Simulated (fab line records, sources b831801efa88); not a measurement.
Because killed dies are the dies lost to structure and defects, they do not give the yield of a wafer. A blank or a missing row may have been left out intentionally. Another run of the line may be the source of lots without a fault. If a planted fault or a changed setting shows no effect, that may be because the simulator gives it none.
The same fault as seen by 2 desks / flow sky130 / only its own numbers are on each desk; what lay behind them is given at the end

METROLOGY DESK
Means of the sampled wafers that have a number, per lot and without regard to the tool the lot ran on: this is what the gauges read. Any lot whose mean is over 4 standard deviations away from the usual mean is out of limits and marked OUT; that distance is given in the brackets.
Columns: A = VIA1_HDPCVD_THK at SKY_VIA1_THK_MEAS_01, usual 1029 nm; B = METAL2_ALCU_RS at SKY_METAL2_RS_MEAS_05, usual 0.1264 ohm/sq; C = METAL2_ALCU_THK at SKY_METAL2_THK_MEAS_06, usual 251 nm
lot=L789; first seen here=day 33 10:42; A=1012; B=0.1246; C=256
lot=L792; first seen here=day 34 04:35; A=1022; B=0.1268; C=253
lot=L791; first seen here=day 34 07:04; A=1013; B=0.1273; C=252
lot=L795; first seen here=day 35 04:55; A=1032; B=0.1382 (+7.4) OUT; C=234 (-5.0) OUT
lot=L796; first seen here=day 35 07:48; A=1024; B=0.1544 (+18) OUT; C=210 (-12) OUT
lot=L804; first seen here=day 38 03:49; A=1033; B=0.1264; C=254
lot=L807; first seen here=day 39 01:01; A=1026; B=0.1257; C=251
lot=L809; first seen here=day 39 03:41; A=1047; B=0.1250; C=252
lot=L810; first seen here=day 39 13:40; A=1025; B=0.1229; C=255
This desk reports L795, L796 out of limits; the earliest was L795 at day 36 08:31 (METAL2_ALCU_RS at SKY_METAL2_RS_MEAS_05). In limits: L789, L792, L791, L804, L807, L809, L810.

TOOL OWNER'S DESK, pvd_sputter-01
The tool's own readings at SKY_METAL2_SPUTTER_02 (material AlCu, target thk 250 nm, time 13.3 s): means of the sampled wafers that have a number, for each lot that ran on this tool. Any lot whose mean is over 4 standard deviations away from the usual mean is out of limits and marked OUT; that distance is given in the brackets.
Columns: A = throttle_valve_pct at SKY_METAL2_SPUTTER_02, usual 30.4 %
lot=L791; first seen here=day 35 11:43; A=29.6
lot=L795; first seen here=day 36 08:23; A=29.4
lot=L796; first seen here=day 36 11:34; A=29.9
lot=L804; first seen here=day 39 06:09; A=29.6
lot=L807; first seen here=day 40 03:04; A=29.5
lot=L809; first seen here=day 40 06:10; A=29.4
Finding of this desk: none of the 6 lots has anything out of limits.

ALL TOGETHER
Metrology desk: alarm possible at day 36 08:31 on L795, L796.
The tool owner's desk saw nothing out of limits.
Tool owner's desk: L795, L796 on record, inside its limits.
SKY_METAL2_SPUTTER_02 was run on pvd_sputter-01 by each of the lots named.

WHAT THE SIMULATOR PUT IN
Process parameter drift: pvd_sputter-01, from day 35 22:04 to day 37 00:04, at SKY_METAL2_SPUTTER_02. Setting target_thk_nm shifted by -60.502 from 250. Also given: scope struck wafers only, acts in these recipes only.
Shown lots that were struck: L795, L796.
Delay in hours, fault start to first out-of-limits reading, per desk: metrology desk 10.
